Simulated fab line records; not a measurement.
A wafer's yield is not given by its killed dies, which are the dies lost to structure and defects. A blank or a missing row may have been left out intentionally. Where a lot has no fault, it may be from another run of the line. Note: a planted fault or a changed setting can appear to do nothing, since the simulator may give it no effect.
Which tool was responsible? + flow gf180mcu + 42 wafers from 14 lots sampled at 4 of the route's 602 steps

WHAT THE GAUGES SHOWED, per wafer
GF_TOP_METAL_CD_MEAS_14: target cd 440 nm. Usual: cd_nm at 440.6 nm, with a standard deviation of 1.9.
| lot  | measured     | on        | cd_nm (nm)        | flag |
|------|--------------|-----------|-------------------|------|
| L257 | day 27 22:11 | cd_sem-02 | 441.4 443.6 443.9 |      |
| L259 | day 28 18:35 | cd_sem-01 | 440.2 440.0 439.4 |      |
| L260 | day 28 23:58 | cd_sem-02 | 442.3 440.9 441.2 |      |
| L261 | day 29 06:02 | cd_sem-01 | 441.7 441.7 441.6 |      |
| L262 | day 29 16:44 | cd_sem-02 | 438.9 439.1 438.4 |      |
| L263 | day 29 20:20 | cd_sem-02 | 440.1 440.4 438.3 |      |
| L264 | day 30 06:08 | cd_sem-02 | 440.5 443.9 442.2 |      |
| L270 | day 31 23:59 | cd_sem-01 | 438.6 442.8 440.5 |      |
| L272 | day 32 11:59 | cd_sem-01 | 442.2 442.0 440.6 |      |
| L273 | day 32 14:11 | cd_sem-02 | 441.6 439.4 440.1 |      |
| L276 | day 33 09:56 | cd_sem-02 | 443.8 444.2 445.0 |      |
| L277 | day 33 13:05 | cd_sem-01 | 440.1 438.5 439.5 |      |
| L278 | day 33 20:17 | cd_sem-02 | 442.8 441.3 439.5 |      |
| L280 | day 34 08:14 | cd_sem-01 | 442.7 440.5 444.0 |      |

GF_TOP_METAL_OVL_MEAS_15. Usual: TOP_METAL_OVL typically reads 0.5 nm, with standard deviation 1.3.
| lot  | measured     | on         | TOP_METAL_OVL (nm) | flag |
|------|--------------|------------|--------------------|------|
| L257 | day 27 22:19 | overlay-02 | -1.3 0.6 0.1       |      |
| L259 | day 28 18:42 | overlay-01 | 1.4 0.1 1.2        |      |
| L260 | day 29 00:04 | overlay-02 | 0.1 1.5 0.0        |      |
| L261 | day 29 06:09 | overlay-01 | 0.5 -2.8 -2.0      |      |
| L262 | day 29 16:49 | overlay-02 | -0.3 -1.7 -1.0     |      |
| L263 | day 29 20:28 | overlay-02 | 1.2 0.8 3.9        |      |
| L264 | day 30 06:14 | overlay-01 | -1.4 -1.1 -0.4     |      |
| L270 | day 32 00:06 | overlay-02 | 2.2 2.6 1.6        |      |
| L272 | day 32 12:07 | overlay-01 | -0.5 1.0 -0.9      |      |
| L273 | day 32 14:19 | overlay-01 | -0.6 1.1 0.8       |      |
| L276 | day 33 10:01 | overlay-02 | 1.0 1.3 2.6        |      |
| L277 | day 33 13:13 | overlay-02 | 0.8 1.4 -0.3       |      |
| L278 | day 33 20:24 | overlay-01 | 0.2 2.8 -0.5       |      |
| L280 | day 34 08:22 | overlay-01 | 0.0 1.0 0.6        |      |

WHICH TOOL RAN EACH LOT (tool, then ch and the chambers of the sampled wafers, then the start)
| lot  | GF_STI_ETCH_13                    | GF_TOP_METAL_SPUTTER_02      |
|------|-----------------------------------|------------------------------|
| L257 | rie_diel-01 ch 1,2, day 2 02:04   | pvd_sputter-03, day 27 02:00 |
| L259 | rie_diel-02 ch 0,1,2, day 2 11:40 | pvd_sputter-03, day 27 22:31 |
| L260 | rie_diel-02 ch 1,2, day 2 15:55   | pvd_sputter-02, day 28 04:44 |
| L261 | rie_diel-04 ch 1,2, day 2 22:04   | pvd_sputter-03, day 28 10:47 |
| L262 | rie_diel-01 ch 1,3, day 3 04:55   | pvd_sputter-01, day 28 21:59 |
| L263 | rie_diel-02 ch 0,1, day 3 08:01   | pvd_sputter-03, day 29 01:18 |
| L264 | rie_diel-02 ch 0,1,2, day 3 12:58 | pvd_sputter-01, day 29 11:28 |
| L270 | rie_diel-01 ch 0,1,2, day 4 20:19 | pvd_sputter-02, day 31 06:54 |
| L272 | rie_diel-01 ch 1,3, day 5 06:43   | pvd_sputter-02, day 31 19:18 |
| L273 | rie_diel-01 ch 0,1,3, day 5 11:28 | pvd_sputter-01, day 31 21:55 |
| L276 | rie_diel-02 ch 0,1,2, day 6 03:46 | pvd_sputter-01, day 32 17:32 |
| L277 | rie_diel-02 ch 0,1,2, day 6 08:07 | pvd_sputter-03, day 32 21:20 |
| L278 | rie_diel-04 ch 0,2,3, day 6 13:49 | pvd_sputter-03, day 33 04:56 |
| L280 | rie_diel-02 ch 0,1, day 7 00:55   | pvd_sputter-02, day 33 16:29 |
- GF_STI_ETCH_13: etches the open film in CHF3/O2, stops on Si, target depth 282.31 nm, time 112.9 s.
- GF_TOP_METAL_SPUTTER_02: material AlCu, target thk 900 nm, time 47.82 s.

AS READ BY THE TOOLS THEMSELVES (means over the sampled wafers that have a number; for cases with no such wafer, the mark the record gives instead)
GF_STI_ETCH_13. Usual: drypump_motor_current_A 5.6 A, standard deviation 0.45; oes_product_au 0.834 a.u., standard deviation 0.0058; throttle_valve_pct 8.810 %, standard deviation 0.0091.
| lot  | tool        | drypump_motor_current_A (A) | oes_product_au (a.u.) | throttle_valve_pct (%) | flag |
|------|-------------|-----------------------------|-----------------------|------------------------|------|
| L257 | rie_diel-01 | 5.9                         | 0.834                 | 8.809                  |      |
| L259 | rie_diel-02 | 5.5                         | 0.830                 | 8.812                  |      |
| L260 | rie_diel-02 | 5.6                         | 0.832                 | 8.807                  |      |
| L261 | rie_diel-04 | 5.6                         | 0.839                 | 8.812                  |      |
| L262 | rie_diel-01 | 5.9                         | 0.837                 | 8.813                  |      |
| L263 | rie_diel-02 | 5.0                         | 0.840                 | 8.804                  |      |
| L264 | rie_diel-02 | 5.5                         | 0.831                 | 8.808                  |      |
| L270 | rie_diel-01 | 5.7                         | 0.840                 | 8.806                  |      |
| L272 | rie_diel-01 | 5.9                         | 0.837                 | 8.814                  |      |
| L273 | rie_diel-01 | 5.7                         | 0.832                 | 8.815                  |      |
| L276 | rie_diel-02 | 5.5                         | 0.834                 | 8.810                  |      |
| L277 | rie_diel-02 | 5.5                         | 0.834                 | 8.802                  |      |
| L278 | rie_diel-04 | 5.6                         | 0.838                 | 8.808                  |      |
| L280 | rie_diel-02 | 5.0                         | 0.823                 | 8.811                  |      |

GF_TOP_METAL_SPUTTER_02. Usual: throttle_valve_pct at 30.3 %, with a standard deviation of 0.72.
| lot  | tool           | throttle_valve_pct (%) | flag |
|------|----------------|------------------------|------|
| L257 | pvd_sputter-03 | 30.3                   |      |
| L259 | pvd_sputter-03 | 30.5                   |      |
| L260 | pvd_sputter-02 | 30.7                   |      |
| L261 | pvd_sputter-03 | 30.8                   |      |
| L262 | pvd_sputter-01 | 29.7                   |      |
| L263 | pvd_sputter-03 | 31.3                   |      |
| L264 | pvd_sputter-01 | 30.0                   |      |
| L270 | pvd_sputter-02 | 30.7                   |      |
| L272 | pvd_sputter-02 | 30.4                   |      |
| L273 | pvd_sputter-01 | 29.8                   |      |
| L276 | pvd_sputter-01 | 29.7                   |      |
| L277 | pvd_sputter-03 | 30.7                   |      |
| L278 | pvd_sputter-03 | 30.6                   |      |
| L280 | pvd_sputter-02 | 30.5                   |      |

THE ANSWER, worked out from the rows above alone
Rule: lot off if the mean of its wafers having a number is beyond 3 standard deviations from the usual mean. A lot without any number at a reading at which 4 lots or more have one is off too. The other lots that the step has rows for count as sound. The gauges are gone through in route order, then the tools' own readings, and for those a lot's mean is taken as printed above. At the first step where some lot is off, the reading lying furthest off is the one used; lots without a number count as furthest.
No lot is off on any of the readings shown, so nothing can be concluded from this.

WHAT WAS PUT IN BY THE SIMULATOR
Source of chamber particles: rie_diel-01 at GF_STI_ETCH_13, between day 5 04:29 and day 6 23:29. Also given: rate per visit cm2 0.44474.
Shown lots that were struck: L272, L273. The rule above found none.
